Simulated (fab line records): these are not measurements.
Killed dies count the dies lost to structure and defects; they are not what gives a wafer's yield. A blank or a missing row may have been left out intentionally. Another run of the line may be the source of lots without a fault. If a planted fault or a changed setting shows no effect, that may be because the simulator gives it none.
fab line records	flow gf180mcu
record lots=11	wafers=32	last-day=34
route steps=602 shown M1@318 V2@384
lots untouched by any fault: they come from a run of this same line in which no faults occurred
start-h: hours from the record's first day to the start of the lot's first wafer shown	wait-h: hours elapsed since this lot's preceding step	" unchanged from the row above	L1.1+2: a single row standing in for several wafers	- either no value or no given start	* or withheld: withheld	< > ~ a bound
route shown NAME@n: a module of which the file shows steps, and the number in the route of the first	usual: mean and standard deviation over wafers with no fault	same: alike in all rows	chamber/n: place in a boat	sites: per-site readings	_std_site: the standard deviation of these	_edge_site: mean of outer sites minus mean of inner sites	radius-mm: how far each site lies from the wafer's centre	mask NAME#n: copy n	behind: the most recent tool/chamber to have shaped the wafer	hold: the reason the lot was held/the length of the hold in hours/how it ended	device: whichever transistor did not switch (one of n, p or np)	end of line: tests of these same wafers at the route's end	where a step has no rows: the recipe by itself	killed: the dies lost at the first sort to structure and to defects; this is not the yield of the wafer	map: the dies of a wafer, with x for killed, . for not killed, _ for no die there
set.NAME: the setting as run; set.NAME@STEP: as run at that earlier step	model.NAME: the simulator's own value behind a step, which no gauge read
the route's steps for a sample of lots (tables are steps, rows are wafers)
services: when a tool's chamber went out of use (start-h, in hours from the record's first day, below 0 if earlier), for how many hours, and the reason
## steps
# step GF_M1_SPUTTER_03
# recipe material=Ti	target-thk-nm=10	substrate-temp-c=300	chamber-pressure-pa=0.3	power-w=3000	time-s=6.7
# usual throttle-valve-pct=29.8/1.2
lot.wafer	tool	chamber	start-h	wait-h	throttle-valve-pct
L577.1	pvd-sputter-03	-	369.74	0.0	29.6
L577.2	"	-	"	"	31.0
L577.4	"	-	"	"	31.1
L578.1	pvd-sputter-03	-	380.15	0.0	29.7
L578.4	"	-	"	"	31.2
L578.5	"	-	"	"	31.1
L579.3	pvd-sputter-01	-	383.05	0.0	30.6
L579.4	"	-	"	"	30.6
L579.6	"	-	"	"	31.0
L581.4	pvd-sputter-03	-	395.50	0.0	29.5
L581.5	"	-	"	"	31.3
L581.6	"	-	"	"	31.1
L582.3	pvd-sputter-03	-	412.08	0.0	31.1
L582.4	"	-	"	"	29.4
L582.6	"	-	"	"	30.8
L583.1	pvd-sputter-01	-	416.25	0.0	29.7
L583.2	"	-	"	"	30.8
L583.6	"	-	"	"	28.1
L584.2	pvd-sputter-01	-	437.77	0.0	29.7
L584.3	"	-	"	"	30.6
L584.6	"	-	"	"	28.1
L587.4	pvd-sputter-03	-	459.75	0.0	31.2
L587.5	"	-	"	"	31.1
L595.1	pvd-sputter-04	-	521.33	0.0	27.3
L595.2	"	-	"	"	29.3
L595.6	"	-	"	"	30.6
L598.2	pvd-sputter-04	-	544.10	0.0	27.4
L598.4	"	-	"	"	29.2
L598.5	"	-	"	"	29.1
L600.3	pvd-sputter-01	-	554.25	0.0	29.7
L600.4	"	-	"	"	30.8
L600.6	"	-	"	"	30.7
# step GF_M1_RS_MEAS_05
# recipe thk-meas-gauge=four-point-probe	reads=TiN_of_M1_SPUTTER_04+Ti_of_M1_SPUTTER_03+AlCu_of_M1_SPUTTER_02+TiN_of_M1_SPUTTER_01+Ti_of_M1_SPUTTER_00
# usual M1_ALCU_RS=0.0694/0.00081
lot.wafer	tool	chamber	start-h	wait-h	M1_ALCU_RS[ohm/sq]
L577.1	film-metro-02	-	369.80	0.0	0.0687
L577.2	"	-	"	"	0.0692
L577.4	"	-	"	"	0.0688
L578.1	film-metro-02	-	380.21	0.0	0.0687
L578.4	"	-	"	"	0.0694
L578.5	"	-	"	"	0.0687
L579.3	film-metro-03	-	383.15	0.1	0.0695
L579.4	"	-	"	"	0.0702
L579.6	"	-	"	"	0.0703
L581.4	film-metro-03	-	395.62	0.1	0.0681
L581.5	"	-	"	"	0.0687
L581.6	"	-	"	"	0.0691
L582.3	film-metro-02	-	412.18	0.1	0.0685
L582.4	"	-	"	"	0.0690
L582.6	"	-	"	"	0.0685
L583.1	film-metro-02	-	416.31	0.0	0.0703
L583.2	"	-	"	"	0.0709
L583.6	"	-	"	"	0.0707
L584.2	film-metro-02	-	437.85	0.0	0.0698
L584.3	"	-	"	"	0.0698
L584.6	"	-	"	"	0.0700
L587.4	film-metro-02	-	459.87	0.1	0.0692
L587.5	"	-	"	"	0.0688
L595.1	film-metro-03	-	521.39	0.0	0.0700
L595.2	"	-	"	"	0.0706
L595.6	"	-	"	"	0.0709
L598.2	film-metro-01	-	544.18	0.0	0.0697
L598.4	"	-	"	"	0.0695
L598.5	"	-	"	"	0.0692
L600.3	film-metro-01	-	554.35	0.1	0.0697
L600.4	"	-	"	"	0.0696
L600.6	"	-	"	"	0.0697
# step GF_V2_CVD_02
# recipe material=SiO2	target-thk-nm=850	precursor=TEOS	temp-c=400	time-s=94.851	rf-w=600
# usual heater-power-w=652/90
lot.wafer	tool	chamber	start-h	wait-h	heater-power-w
L577.1	pecvd-01	1	443.99	0.1	597
L577.2	"	0	"	"	557
L577.4	"	0	"	"	581
L578.1	pecvd-03	1	454.38	0.1	682
L578.4	"	1	"	"	730
L578.5	"	2	"	"	523
L579.3	pecvd-03	1	459.08	0.0	709
L579.4	"	1	"	"	728
L579.6	"	0	"	"	793
L581.4	pecvd-03	2	471.70	0.1	612
L581.5	"	1	"	"	703
L581.6	"	0	"	"	765
L582.3	pecvd-03	0	487.87	0.0	825
L582.4	"	1	"	"	666
L582.6	"	2	"	"	540
L583.1	pecvd-03	2	492.94	0.1	598
L583.2	"	0	"	"	750
L583.6	"	2	"	"	633
L584.2	pecvd-04	1	513.81	0.0	478
L584.3	"	0	"	"	627
L584.6	"	2	"	"	819
L587.4	pecvd-01	1	534.99	0.1	530
L587.5	"	2	"	"	484
L595.1	pecvd-03	2	591.83	0.1	588
L595.2	"	1	"	"	694
L595.6	"	0	"	"	667
L598.2	pecvd-03	0	611.93	0.0	810
L598.4	"	1	"	"	733
L598.5	"	2	"	"	613
L600.3	pecvd-03	1	622.23	0.0	673
L600.4	"	2	"	"	679
L600.6	"	0	"	"	678
# step GF_V2_CVD_23
# recipe material=W	target-thk-nm=350	time-s=104.94	temp-c=400	pressure-torr=40
# usual heater-power-w=857/38
lot.wafer	tool	chamber	start-h	wait-h	heater-power-w
L577.1	cvd-w-01	1	468.74	0.0	870
L577.2	"	0	"	"	801
L577.4	"	1	"	"	868
L578.1	cvd-w-01	1	479.40	0.0	862
L578.4	"	1	"	"	860
L578.5	"	1	"	"	864
L579.3	cvd-w-02	1	484.24	0.1	877
L579.4	"	0	"	"	868
L579.6	"	1	"	"	863
L581.4	cvd-w-01	1	496.88	0.1	893
L581.5	"	0	"	"	781
L581.6	"	1	"	"	878
L582.3	cvd-w-01	0	512.99	0.1	787
L582.4	"	1	"	"	874
L582.6	"	1	"	"	896
L583.1	cvd-w-02	0	518.30	0.0	858
L583.2	"	1	"	"	878
L583.6	"	1	"	"	883
L584.2	cvd-w-01	1	538.13	0.0	888
L584.3	"	0	"	"	814
L584.6	"	0	"	"	795
L587.4	cvd-w-01	0	558.45	0.0	815
L587.5	"	1	"	"	891
L595.1	cvd-w-02	1	613.98	0.0	889
L595.2	"	0	"	"	893
L595.6	"	1	"	"	870
L598.2	cvd-w-02	1	633.54	0.0	864
L598.4	"	0	"	"	888
L598.5	"	0	"	"	889
L600.3	cvd-w-02	0	644.23	0.1	892
L600.4	"	1	"	"	900
L600.6	"	1	"	"	878
# step GF_V2_RS_MEAS_24
# recipe thk-meas-gauge=four-point-probe	reads=W_of_V2_CVD_23+TiN_of_V2_SPUTTER_22+Ti_of_V2_SPUTTER_21
# usual V2_W_RS=0.332/0.0046
lot.wafer	tool	chamber	start-h	wait-h	V2_W_RS[ohm/sq]
L577.1	film-metro-04	-	468.85	0.1	0.328
L577.2	"	-	"	"	0.336
L577.4	"	-	"	"	0.327
L578.1	film-metro-04	-	479.52	0.1	0.335
L578.4	"	-	"	"	0.340
L578.5	"	-	"	"	0.336
L579.3	film-metro-02	-	484.36	0.1	0.322
L579.4	"	-	"	"	0.323
L579.6	"	-	"	"	0.322
L581.4	film-metro-02	-	497.01	0.1	0.335
L581.5	"	-	"	"	0.341
L581.6	"	-	"	"	0.338
L582.3	film-metro-02	-	513.10	0.1	0.335
L582.4	"	-	"	"	0.329
L582.6	"	-	"	"	0.333
L583.1	film-metro-04	-	518.41	0.1	0.327
L583.2	"	-	"	"	0.325
L583.6	"	-	"	"	0.326
L584.2	film-metro-04	-	538.26	0.1	0.328
L584.3	"	-	"	"	0.333
L584.6	"	-	"	"	0.334
L587.4	film-metro-01	-	558.58	0.1	0.337
L587.5	"	-	"	"	0.241
L595.1	film-metro-01	-	614.09	0.1	0.336
L595.2	"	-	"	"	0.325
L595.6	"	-	"	"	0.331
L598.2	film-metro-02	-	633.67	0.1	0.329
L598.4	"	-	"	"	0.325
L598.5	"	-	"	"	0.324
L600.3	film-metro-04	-	644.34	0.1	0.326
L600.4	"	-	"	"	0.334
L600.6	"	-	"	"	0.339
# step GF_V2_THK_MEAS_25
# recipe thk-meas-gauge=xrf	reads=W_of_V2_CVD_23
# usual V2_W_THK=349/5.4
lot.wafer	tool	chamber	start-h	wait-h	V2_W_THK[nm]
L577.1	film-metro-04	-	468.97	0.1	353
L577.2	"	-	"	"	346
L577.4	"	-	"	"	351
L578.1	film-metro-04	-	479.64	0.1	345
L578.4	"	-	"	"	340
L578.5	"	-	"	"	345
L579.3	film-metro-02	-	484.46	0.1	361
L579.4	"	-	"	"	362
L579.6	"	-	"	"	363
L581.4	film-metro-02	-	497.10	0.1	347
L581.5	"	-	"	"	342
L581.6	"	-	"	"	346
L582.3	film-metro-02	-	513.20	0.1	346
L582.4	"	-	"	"	350
L582.6	"	-	"	"	347
L583.1	film-metro-04	-	518.53	0.1	350
L583.2	"	-	"	"	356
L583.6	"	-	"	"	354
L584.2	film-metro-04	-	538.37	0.1	350
L584.3	"	-	"	"	344
L584.6	"	-	"	"	344
L587.4	film-metro-01	-	558.67	0.1	345
L587.5	"	-	"	"	483
L595.1	film-metro-01	-	614.21	0.1	344
L595.2	"	-	"	"	355
L595.6	"	-	"	"	350
L598.2	film-metro-02	-	633.78	0.1	357
L598.4	"	-	"	"	356
L598.5	"	-	"	"	357
L600.3	film-metro-04	-	644.44	0.1	356
L600.4	"	-	"	"	347
L600.6	"	-	"	"	345
# step GF_V2_CMP_26
# recipe stop-on=SiO2	down-force-psi=3.5	platen-rpm=60	t-overpolish-s=15	target-thk-nm=0	pad-velocity-m-s=0.94248
# usual motor-current-A=11.5/1.4	retaining-ring-pressure-frac=0.999/0.0049	time-to-endpoint-s=84/3.9
lot.wafer	tool	chamber	start-h	wait-h	motor-current-A	retaining-ring-pressure-frac	time-to-endpoint-s
L577.1	cmp-02	3	469.03	0.1	12.7	1.003	81
L577.4	"	0	"	"	12.5	1.004	79
L577.2	"	1	"	"	10.2	0.997	80
L578.1	cmp-02	2	479.70	0.1	10.0	1.008	82
L578.4	"	0	"	"	12.5	0.997	81
L578.5	"	3	"	"	12.7	1.001	81
L579.3	cmp-02	3	484.60	0.1	12.6	1.008	87
L579.4	"	0	"	"	12.2	1.000	88
L579.6	"	1	"	"	10.6	1.005	85
L581.4	cmp-01	2	497.13	0.0	12.8	1.003	78
L581.5	"	2	"	"	13.4	0.996	77
L581.6	"	3	"	"	8.8	1.001	81
L582.3	cmp-01	0	513.24	0.0	12.3	1.002	83
L582.4	"	3	"	"	8.7	0.999	83
L582.6	"	1	"	"	11.4	0.996	74
L583.1	cmp-01	1	518.59	0.1	12.0	0.995	80
L583.2	"	2	"	"	12.5	0.991	81
L583.6	"	1	"	"	11.7	1.001	80
L584.2	cmp-02	1	538.42	0.0	10.0	0.999	87
L584.3	"	2	"	"	10.4	0.999	86
L584.6	"	2	"	"	10.9	0.999	87
L587.4	cmp-01	0	558.70	0.0	12.4	0.990	93
L587.5	"	0	"	"	12.7	0.993	128
L595.1	cmp-02	3	614.27	0.1	12.4	1.001	84
L595.2	"	2	"	"	9.8	0.998	84
L595.6	"	0	"	"	12.4	0.999	87
L598.2	cmp-01	3	633.88	0.1	8.8	0.999	82
L598.4	"	0	"	"	12.7	0.987	88
L598.5	"	3	"	"	8.4	1.000	85
L600.3	cmp-01	1	644.48	0.0	11.2	1.000	74
L600.4	"	2	"	"	13.2	1.004	78
L600.6	"	1	"	"	11.9	0.992	72
## services
tool	chamber	start-h	hours	kind
cvd-w-02	-	349.25	3.7	repair
cmp-01	-	363.66	4.8	pm
cvd-w-02	1	370.77	9.7	repair
cmp-02	-	376.92	0.5	repair
cvd-w-02	-	390.00	14.0	pm
cmp-02	-	396.95	1.5	repair
cmp-02	-	405.26	4.0	pm
cvd-w-02	-	422.83	1.0	repair
cmp-02	-	423.44	2.5	repair
cvd-w-02	-	491.51	4.0	repair
cvd-w-01	-	515.32	2.5	repair
cmp-02	-	517.45	0.4	repair
cvd-w-02	0	528.37	25.9	repair
cmp-02	-	542.16	18.5	repair
cmp-02	-	547.39	1.8	repair
cmp-02	-	564.85	2.3	repair
cvd-w-01	-	571.99	6.9	pm
cmp-01	-	572.25	4.0	pm
pecvd-03	-	580.21	2.5	repair
cmp-01	-	621.50	3.0	repair
cmp-02	-	625.42	2.4	repair
cmp-01	-	628.74	1.9	repair
cmp-02	-	631.51	4.5	pm
cmp-01	-	638.75	0.9	repair
## key
first-sign step=GF_V2_RS_MEAS_24	reading=V2_W_RS	direction=down	sigmas=20	usual=0.332	struck=0.241
effect step=GF_V2_THK_MEAS_25	reading=V2_W_THK	direction=up	sigmas=25	usual=349	struck=483
effect step=GF_V2_CMP_26	reading=time-to-endpoint-s	direction=up	sigmas=11	usual=*	struck=*
met-at GF_V2_CVD_23
struck-lots L587
struck-wafers L587.5
not-acting-at GF_M1_SPUTTER_03,GF_M1_RS_MEAS_05,GF_V2_CVD_02
onset-between 538.13 558.45
fault kind=process-parameter-drift	tool=cvd-w-01	chamber=-	onset-h=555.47	steps=GF_V2_CVD_23	channel=target-thk-nm	offset=133.13	shape=step	end-h=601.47	scope=struck-wafers-only	acts-in=these-recipes-only	stated=350
